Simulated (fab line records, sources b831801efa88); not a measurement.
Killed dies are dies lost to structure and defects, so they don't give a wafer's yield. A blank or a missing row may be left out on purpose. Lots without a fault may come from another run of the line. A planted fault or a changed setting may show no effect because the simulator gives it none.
Which tool did it? | flow sky130 | 24 lots, 72 wafers sampled, at 5 steps of a route of 708

WHAT THE GAUGES READ, wafer by wafer
SKY_METAL1_OVL_MEAS_16.
lot  | measured     | on         | METAL1_OVL (nm)
L074 | day 32 18:00 | overlay-01 | 1 1 -7
L075 | day 33 01:54 | overlay-01 | 0 -3 -4
L076 | day 33 02:11 | overlay-02 | -8 -7 -2
L077 | day 33 16:50 | overlay-02 | -6 1 -9
L080 | day 35 01:29 | overlay-02 | -2 -1 1
L079 | day 35 05:07 | overlay-01 | -9 5 -2
L078 | day 35 06:23 | overlay-01 | 3 -3 -1
L081 | day 35 11:03 | overlay-01 | -11 -14 -16
L083 | day 35 18:03 | overlay-01 | 7 11 0
L082 | day 35 18:16 | overlay-01 | -7 -9 -5
L084 | day 35 21:30 | overlay-01 | -3 17 -4
L085 | day 36 12:48 | overlay-02 | -7 0 1
L086 | day 36 19:38 | overlay-01 | -2 1 8
L087 | day 37 02:10 | overlay-02 | 3 1 7
L088 | day 37 06:41 | overlay-01 | -7 2 3
L089 | day 37 14:19 | overlay-01 | -2 8 -3
L090 | day 37 20:54 | overlay-02 | -6 1 5
L091 | day 38 04:32 | overlay-01 | 8 0 0
L092 | day 38 13:40 | overlay-01 | -2 5 0
L094 | day 39 03:37 | overlay-02 | 2 -13 -11
L093 | day 39 03:58 | overlay-01 | 2 1 0
L095 | day 39 21:38 | overlay-01 | 6 6 -1
L096 | day 39 22:53 | overlay-01 | 10 -2 7
L097 | day 39 23:07 | overlay-01 | -6 -5 5

SKY_METAL2_RS_MEAS_05: measures by four-point-probe.
lot  | measured     | on            | METAL2_ALCU_RS (ohm/sq)
L074 | day 33 23:08 | film_metro-01 | 0.1272 0.1269 0.1267
L075 | day 34 07:13 | film_metro-04 | 0.1263 0.1268 0.1268
L076 | day 34 07:34 | film_metro-02 | 0.1267 0.1275 0.1273
L077 | day 34 21:37 | film_metro-04 | 0.1243 0.1249 0.1256
L080 | day 36 06:40 | film_metro-04 | 0.1268 0.1248 0.1269
L079 | day 36 10:34 | film_metro-04 | 0.1258 0.1252 0.1262
L078 | day 36 12:03 | film_metro-04 | 0.1256 0.1271 0.1267
L081 | day 36 17:05 | film_metro-01 | 0.1271 0.1298 0.1281
L083 | day 36 23:13 | film_metro-01 | 0.1244 0.1254 0.1231
L082 | day 36 23:33 | film_metro-01 | 0.1228 0.1236 0.1228
L084 | day 37 02:56 | film_metro-01 | 0.1255 0.1249 0.1244
L085 | day 37 17:07 | film_metro-01 | 0.1258 0.1258 0.1267
L086 | day 38 00:36 | film_metro-04 | 0.1261 0.1248 0.1252
L087 | day 38 07:07 | film_metro-04 | 0.1245 0.1249 0.1249
L088 | day 38 10:14 | film_metro-04 | 0.1287 0.1280 0.1264
L089 | day 38 18:16 | film_metro-02 | 0.1219 0.1249 0.1230
L090 | day 39 01:22 | film_metro-01 | 0.1275 0.1281 0.1254
L091 | day 39 08:00 | film_metro-02 | 0.1255 0.1250 0.1235
L092 | day 39 17:23 | film_metro-04 | 0.1254 0.1235 0.1238
L094 | day 40 06:28 | film_metro-02 | 0.1276 0.1270 0.1280
L093 | day 40 07:26 | film_metro-01 | 0.1277 0.1285 0.1263
L095 | day 41 00:28 | film_metro-02 | 0.1264 0.1273 0.1278
L096 | day 41 02:07 | film_metro-02 | 0.1277 0.1278 0.1273
L097 | day 41 02:23 | film_metro-01 | 0.1262 0.1264 0.1259

WHICH TOOL RAN EACH LOT (tool, then ch and the chambers of the sampled wafers, then the start)
lot  | SKY_CONTACT_STRIP_19                 | SKY_METAL1_DESCUM_17              | SKY_VIA1_CVD_21
L074 | plasma_asher-01 ch 0,1, day 31 13:20 | rie_metal-04 ch 0, day 32 18:02   | cvd_w-02 ch 1, day 33 22:25
L075 | plasma_asher-01 ch 0,1, day 31 20:44 | rie_metal-04 ch 0,1, day 33 01:56 | cvd_w-02 ch 0,1, day 34 06:28
L076 | plasma_asher-03 ch 0,1, day 31 21:13 | rie_metal-01 ch 0,1, day 33 02:13 | cvd_w-01 ch 0,1, day 34 06:49
L077 | plasma_asher-01 ch 0,1, day 32 11:53 | rie_metal-02 ch 0,1, day 33 16:52 | cvd_w-02 ch 0,1, day 34 20:53
L080 | plasma_asher-01 ch 0,1, day 33 21:53 | rie_metal-02 ch 1, day 35 01:31   | cvd_w-01 ch 0,1, day 36 05:57
L079 | plasma_asher-04 ch 0,1, day 34 01:17 | rie_metal-04 ch 0, day 35 05:09   | cvd_w-02 ch 0,1, day 36 09:45
L078 | plasma_asher-04 ch 0,1, day 34 01:56 | rie_metal-02 ch 1, day 35 06:25   | cvd_w-02 ch 0,1, day 36 11:20
L081 | plasma_asher-04 ch 0, day 34 07:11   | rie_metal-02 ch 0, day 35 11:05   | cvd_w-01 ch 0, day 36 16:17
L083 | plasma_asher-03 ch 0,1, day 34 13:08 | rie_metal-02 ch 0,1, day 35 18:05 | cvd_w-02 ch 0,1, day 36 22:30
L082 | plasma_asher-04 ch 0,1, day 34 13:47 | rie_metal-01 ch 0,1, day 35 18:17 | cvd_w-01 ch 0,1, day 36 22:50
L084 | plasma_asher-01 ch 0,1, day 34 17:05 | rie_metal-02 ch 0,1, day 35 21:32 | cvd_w-01 ch 0,1, day 37 02:13
L085 | plasma_asher-04 ch 0,1, day 35 08:56 | rie_metal-01 ch 0,1, day 36 12:50 | cvd_w-02 ch 0,1, day 37 16:24
L086 | plasma_asher-03 ch 0,1, day 35 15:45 | rie_metal-04 ch 1, day 36 19:41   | cvd_w-01 ch 0,1, day 37 23:53
L087 | plasma_asher-04 ch 0,1, day 35 22:53 | rie_metal-01 ch 0,1, day 37 02:11 | cvd_w-01 ch 0,1, day 38 06:24
L088 | plasma_asher-03 ch 0,1, day 36 02:49 | rie_metal-02 ch 0,1, day 37 06:43 | cvd_w-01 ch 0,1, day 38 09:31
L089 | plasma_asher-03 ch 0,1, day 36 10:02 | rie_metal-02 ch 0,1, day 37 14:20 | cvd_w-02 ch 0,1, day 38 17:32
L090 | plasma_asher-03 ch 0,1, day 36 17:26 | rie_metal-04 ch 0,1, day 37 20:56 | cvd_w-02 ch 0,1, day 39 00:38
L091 | plasma_asher-03 ch 0,1, day 37 01:23 | rie_metal-02 ch 0, day 38 04:34   | cvd_w-02 ch 1, day 39 07:17
L092 | plasma_asher-03 ch 0,1, day 37 11:07 | rie_metal-02 ch 0,1, day 38 13:41 | cvd_w-02 ch 0,1, day 39 16:38
L094 | plasma_asher-01 ch 0,1, day 38 00:37 | rie_metal-04 ch 0,1, day 39 03:38 | cvd_w-02 ch 0,1, day 40 05:45
L093 | plasma_asher-03 ch 0,1, day 38 00:59 | rie_metal-02 ch 0,1, day 39 04:00 | cvd_w-02 ch 0,1, day 40 06:43
L095 | plasma_asher-03 ch 0,1, day 38 19:36 | rie_metal-02 ch 0,1, day 39 21:40 | cvd_w-02 ch 0,1, day 40 23:44
L096 | plasma_asher-04 ch 0,1, day 38 20:47 | rie_metal-04 ch 0,1, day 39 22:55 | cvd_w-01 ch 0,1, day 41 01:24
L097 | plasma_asher-01 ch 0,1, day 38 21:10 | rie_metal-01 ch 0,1, day 39 23:09 | cvd_w-02 ch 0,1, day 41 01:40
- SKY_CONTACT_STRIP_19: strips in O2/N2.
- SKY_METAL1_DESCUM_17: chemistry O2, time 8 s.
- SKY_VIA1_CVD_21: deposits W, target thk 270 nm, time 80.902 s.

WHAT THE TOOLS THEMSELVES READ (means of the sampled wafers that have a number; where no wafer has one, the mark that the record gives instead)
SKY_CONTACT_STRIP_19.
lot  | tool            | chamber_pressure_mTorr (mTorr) | drypump_motor_current_A (A) | oes_product_au (a.u.) | strip_time_to_endpoint_s (s)
L074 | plasma_asher-01 | 1500.2                         | 6.3                         | 0.381                 | 3.63
L075 | plasma_asher-01 | 1500.8                         | 6.3                         | 0.380                 | 3.60
L076 | plasma_asher-03 | 1499.2                         | 5.9                         | 0.379                 | 3.63
L077 | plasma_asher-01 | 1499.8                         | 6.2                         | 0.381                 | 3.61
L080 | plasma_asher-01 | 1502.1                         | 6.3                         | 0.385                 | 3.66
L079 | plasma_asher-04 | 1498.9                         | 5.5                         | 0.385                 | 3.66
L078 | plasma_asher-04 | 1499.5                         | 5.6                         | 0.382                 | 3.68
L081 | plasma_asher-04 | 1500.0                         | 5.4                         | 0.381                 | 3.60
L083 | plasma_asher-03 | 1499.7                         | 5.9                         | 0.382                 | 3.66
L082 | plasma_asher-04 | 1500.0                         | 5.5                         | 0.385                 | 3.63
L084 | plasma_asher-01 | 1500.2                         | 6.3                         | 0.385                 | 3.64
L085 | plasma_asher-04 | 1500.7                         | 5.5                         | 0.379                 | 3.59
L086 | plasma_asher-03 | 1499.3                         | 5.9                         | 0.384                 | 3.66
L087 | plasma_asher-04 | 1499.4                         | 5.5                         | 0.387                 | 3.68
L088 | plasma_asher-03 | 1499.7                         | 5.9                         | 0.382                 | 3.63
L089 | plasma_asher-03 | 1499.3                         | 5.8                         | 0.381                 | 3.63
L090 | plasma_asher-03 | 1499.9                         | 5.8                         | 0.386                 | 3.68
L091 | plasma_asher-03 | 1500.4                         | 5.9                         | 0.385                 | 3.63
L092 | plasma_asher-03 | 1501.2                         | 5.9                         | 0.385                 | 3.62
L094 | plasma_asher-01 | 1499.6                         | 6.3                         | 0.381                 | 3.65
L093 | plasma_asher-03 | 1500.4                         | 5.9                         | 0.381                 | 3.65
L095 | plasma_asher-03 | 1500.2                         | 5.8                         | 0.385                 | 3.62
L096 | plasma_asher-04 | 1501.4                         | 5.5                         | 0.380                 | 3.61
L097 | plasma_asher-01 | 1500.3                         | 6.3                         | 0.383                 | 3.63

SKY_METAL1_DESCUM_17.
lot  | tool         | chamber_pressure_mTorr (mTorr) | drypump_motor_current_A (A) | oes_product_au (a.u.)
L074 | rie_metal-04 | 9.993                          | 5.9                         | 0.990
L075 | rie_metal-04 | 10.006                         | 6.1                         | 0.997
L076 | rie_metal-01 | 10.000                         | 5.7                         | 0.995
L077 | rie_metal-02 | 9.996                          | 5.9                         | 1.004
L080 | rie_metal-02 | 10.001                         | 6.1                         | 0.993
L079 | rie_metal-04 | 10.000                         | 5.9                         | 0.993
L078 | rie_metal-02 | 9.996                          | 6.1                         | 0.991
L081 | rie_metal-02 | 10.000                         | 5.5                         | 1.000
L083 | rie_metal-02 | 10.002                         | 5.7                         | 0.993
L082 | rie_metal-01 | 10.002                         | 5.5                         | 1.001
L084 | rie_metal-02 | 10.000                         | 5.8                         | 0.990
L085 | rie_metal-01 | 9.998                          | 5.7                         | 1.001
L086 | rie_metal-04 | 9.993                          | 6.4                         | 0.992
L087 | rie_metal-01 | 10.004                         | 5.5                         | 0.994
L088 | rie_metal-02 | 10.003                         | 5.7                         | 0.997
L089 | rie_metal-02 | 9.994                          | 5.9                         | 0.997
L090 | rie_metal-04 | 9.996                          | 6.0                         | 1.002
L091 | rie_metal-02 | 10.003                         | 5.5                         | 0.999
L092 | rie_metal-02 | 9.995                          | 5.9                         | 0.986
L094 | rie_metal-04 | 9.999                          | 6.0                         | 0.999
L093 | rie_metal-02 | 9.998                          | 5.9                         | 0.989
L095 | rie_metal-02 | 10.002                         | 6.0                         | 0.983
L096 | rie_metal-04 | 9.997                          | 6.0                         | 1.006
L097 | rie_metal-01 | 9.998                          | 5.7                         | 0.994

SKY_VIA1_CVD_21.
lot  | tool     | heater_power_w (W)
L074 | cvd_w-02 | 872
L075 | cvd_w-02 | 979
L076 | cvd_w-01 | 844
L077 | cvd_w-02 | 980
L080 | cvd_w-01 | 829
L079 | cvd_w-02 | 980
L078 | cvd_w-02 | 927
L081 | cvd_w-01 | 822
L083 | cvd_w-02 | 916
L082 | cvd_w-01 | 849
L084 | cvd_w-01 | 832
L085 | cvd_w-02 | 992
L086 | cvd_w-01 | 833
L087 | cvd_w-01 | 822
L088 | cvd_w-01 | 822
L089 | cvd_w-02 | 928
L090 | cvd_w-02 | 987
L091 | cvd_w-02 | 869
L092 | cvd_w-02 | 933
L094 | cvd_w-02 | 991
L093 | cvd_w-02 | 922
L095 | cvd_w-02 | 985
L096 | cvd_w-01 | 854
L097 | cvd_w-02 | 950

THE ANSWER, worked out from the rows above alone
Rule: what is usual is taken from the lots themselves. Put in order of their means at a reading, lots are off if they are a third of the lots or fewer, leave a main group of 4 or more, and stand apart from it by a gap of 3 or more times the standard deviation of the main group's means; of several such gaps the widest counts. A main group whose means are all the same, to the digits that the tables above print for the reading, isn't used. A lot without any number at a reading at which 4 lots or more have one is off too. The other lots that the step has rows for count as sound. The gauges are gone through in route order, then the tools' own readings, and for those a lot's mean is taken as printed above. The first step at which some lot is off is used, and at that step the reading that is off furthest; a lot without a number counts as furthest.
No lot is off at any reading shown: from this, nothing can be told.

WHAT THE SIMULATOR HAD PUT IN
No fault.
